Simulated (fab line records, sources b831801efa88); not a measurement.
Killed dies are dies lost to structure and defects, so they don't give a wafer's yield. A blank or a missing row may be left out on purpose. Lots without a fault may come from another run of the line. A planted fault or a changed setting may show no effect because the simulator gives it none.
A struck lot beside a sound one | flow sfq_line | 28 steps out of a route of 325
Sound: wafers L222.1, L222.2, L222.5. Struck: wafer L228.2. (L228.1, L228.3 of the same lot were not struck and are left out.) The cause comes at the end.
At each step with rows: each side's tool, then ch and its chambers, then its first start. Under that, the readings that differ: sound wafers | struck wafers | difference of the means | sigmas: that difference in standard deviations of wafers without a fault.
alike: readings whose means differ by less than 2 such deviations, and words and numbers that are the same on both sides. not compared: withheld readings, readings that some wafer has no value for, bounds like >300 that may hide the same value, and numbers for which the record gives no deviation and whose values overlap.
The two part at a step that has a row with sigmas, a row that says differs or no value, or rows on one side only. Numbers that don't overlap but have no deviation are shown without sigmas and don't part them. A reading that every wafer of one side lacks parts them only if that side has two wafers or more.

first, 6 steps without rows for these wafers: SFQ_TRILAYER_M3_LITHO_COAT_080 (resist thk 62 nm); SFQ_TRILAYER_M3_LITHO_COAT_075 (resist thk 600 nm); SFQ_TRILAYER_M3_LITHO_SOFTBAKE_079; SFQ_TRILAYER_M3_LITHO_EXPOSE_076 (exposes mask M3, target cd 500 nm); SFQ_TRILAYER_M3_LITHO_PEB_078 (peb time 60 s); SFQ_TRILAYER_M3_LITHO_DEVELOP_077 (time 60 s).
SFQ_M3_OVL_MEAS_921:
  sound on overlay-02, day 48 16:50; struck on overlay-02, day 49 11:01
  alike: M3_OVL
SFQ_TRILAYER_M3_BARC_OPEN_METAL_ETCH_100: etches BARC in O2, target depth 125 nm, time 41.7 s.
  sound on rie_metal-03 ch 0,1, day 48 16:53; struck on rie_metal-04 ch 1, day 49 11:03
  alike: drypump_motor_current_A, oes_product_au
  not compared: rf_hours_counter_h
SFQ_TRILAYER_M3_ETCH_METAL_ETCH_078: etches Nb in Cl2/Ar, stops on SiO2, target depth 240 nm, time 120 s.
  sound on rie_metal-03 ch 0,1, day 48 16:56; struck on rie_metal-04 ch 1, day 49 11:07
  alike: drypump_motor_current_A, oes_product_au
  not compared: rf_hours_counter_h
then, 2 steps without rows for these wafers: SFQ_TRILAYER_M3_STRIP_STRIP_079 (strips in O2); SFQ_TRILAYER_M3_STRIP_SOLV_CLEAN_080 (cleans in NMP, time 600 s).
SFQ_TRILAYER_I3_DEP_PECVD_081: deposits SiO2 from SiH4/N2O, time 111.11 s, target thk 500 nm.
  sound on pecvd-01 ch 1,2, day 48 17:50; struck on pecvd-01 ch 0, day 49 12:01
  alike: heater_power_w, throttle_valve_pct
SFQ_TRILAYER_I3_CMP_CMP_082: polishes SiO2.
  sound on cmp-02 ch 0,1,2, day 48 22:17; struck on cmp-01 ch 1, day 49 20:17
  reading                                             | sound             | struck | difference | sigmas
  time_to_endpoint_s (s)                              | 227 225 224       | 191    | -34        | -4
  model.SiO2_of_TRILAYER_I3_DEP_PECVD_081.thk_nm (nm) | 200.6 201.7 201.3 | 218.5  | +17.3      |
  alike: motor_current_A
SFQ_I3_BOW_MEAS_922:
  sound on film_metro-01, day 49 00:47; struck on film_metro-02, day 50 00:36
  not compared: I3_BOW
SFQ_TRILAYER_I3_METRO_MEASURE_083:
  sound on film_metro-01, day 49 00:54; struck on film_metro-02, day 50 05:20
  reading     | sound             | struck | difference | sigmas
  thk_nm (nm) | 200.4 201.6 201.4 | 218.5  | +17.4      | +16
then, 6 steps without rows for these wafers: SFQ_TRILAYER_I3_VIA_LITHO_COAT_090 (resist thk 62 nm); SFQ_TRILAYER_I3_VIA_LITHO_COAT_085 (resist thk 650 nm); SFQ_TRILAYER_I3_VIA_LITHO_SOFTBAKE_089; SFQ_TRILAYER_I3_VIA_LITHO_EXPOSE_086 (exposes mask I3, target cd 500 nm); SFQ_TRILAYER_I3_VIA_LITHO_PEB_088 (peb time 60 s); SFQ_TRILAYER_I3_VIA_LITHO_DEVELOP_087 (time 60 s).
-- the record jumps here: 5 days lie between the struck wafers' starts before and after --
SFQ_I3_OVL_MEAS_923:
  sound on overlay-01, day 54 04:35; struck on overlay-01, day 55 03:23
  alike: I3_OVL
SFQ_TRILAYER_I3_VIA_BARC_OPEN_VIA_ETCH_121: etches BARC in O2, target depth 125 nm, time 41.7 s.
  sound on rie_diel-04 ch 1,2,3, day 54 04:38; struck on rie_diel-01 ch 3, day 55 03:26
  alike: drypump_motor_current_A, oes_product_au
  not compared: rf_hours_counter_h
SFQ_TRILAYER_I3_VIA_ETCH_VIA_ETCH_088: etches SiO2 in CHF3, stops on Nb, target depth 260 nm.
  sound on rie_diel-04 ch 1,2,3, day 54 04:40; struck on rie_diel-01 ch 3, day 55 03:28
  reading                        | sound             | struck | difference | sigmas
  oes_product_au (a.u.)          | 0.861 0.857 0.861 | 0.901  | +0.041     | +8
  model.I3.feature_depth_nm (nm) | 200.6 201.7 201.3 | 218.5  | +17.3      |
  model.etch.depth_nm (nm)       | 200.6 201.7 201.3 | 218.5  | +17.3      |
  alike: drypump_motor_current_A
SFQ_TRILAYER_I3_VIA_STRIP_STRIP_089: strips in O2.
  sound on rie_metal-01 ch 0,1, day 54 04:47; struck on rie_metal-01 ch 1, day 55 03:35
  alike: drypump_motor_current_A, oes_product_au
  not compared: rf_hours_counter_h
then, 1 step without rows for these wafers: SFQ_TRILAYER_I3_VIA_STRIP_SOLV_CLEAN_090 (cleans in NMP, time 600 s).
SFQ_TRILAYER_M4_DEP_PRE_CLEAN_092: time 22.5 s.
  sound on pvd_sputter-04, day 54 05:33; struck on pvd_sputter-03, day 55 04:21
  reading                                             | sound             | struck | difference | sigmas
  model.SiO2_of_TRILAYER_I3_DEP_PECVD_081.thk_nm (nm) | 193.1 194.2 193.8 | 211    | +17        |
then, 1 step without rows for these wafers: SFQ_TRILAYER_M4_DEP_SPUTTER_091 (material Nb, target thk 200 nm, time 133.3 s).

WHERE THEY PART
First at SFQ_TRILAYER_I3_CMP_CMP_082; last, within this record, at SFQ_TRILAYER_I3_VIA_ETCH_VIA_ETCH_088. Later steps at which nothing parts them and some readings are alike: SFQ_TRILAYER_I3_VIA_STRIP_STRIP_089.

WHY: what the simulator had put in
Process parameter drift: cmp-01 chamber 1, from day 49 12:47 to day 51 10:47, at SFQ_TRILAYER_I3_CMP_CMP_082. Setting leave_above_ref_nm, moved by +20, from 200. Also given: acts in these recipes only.
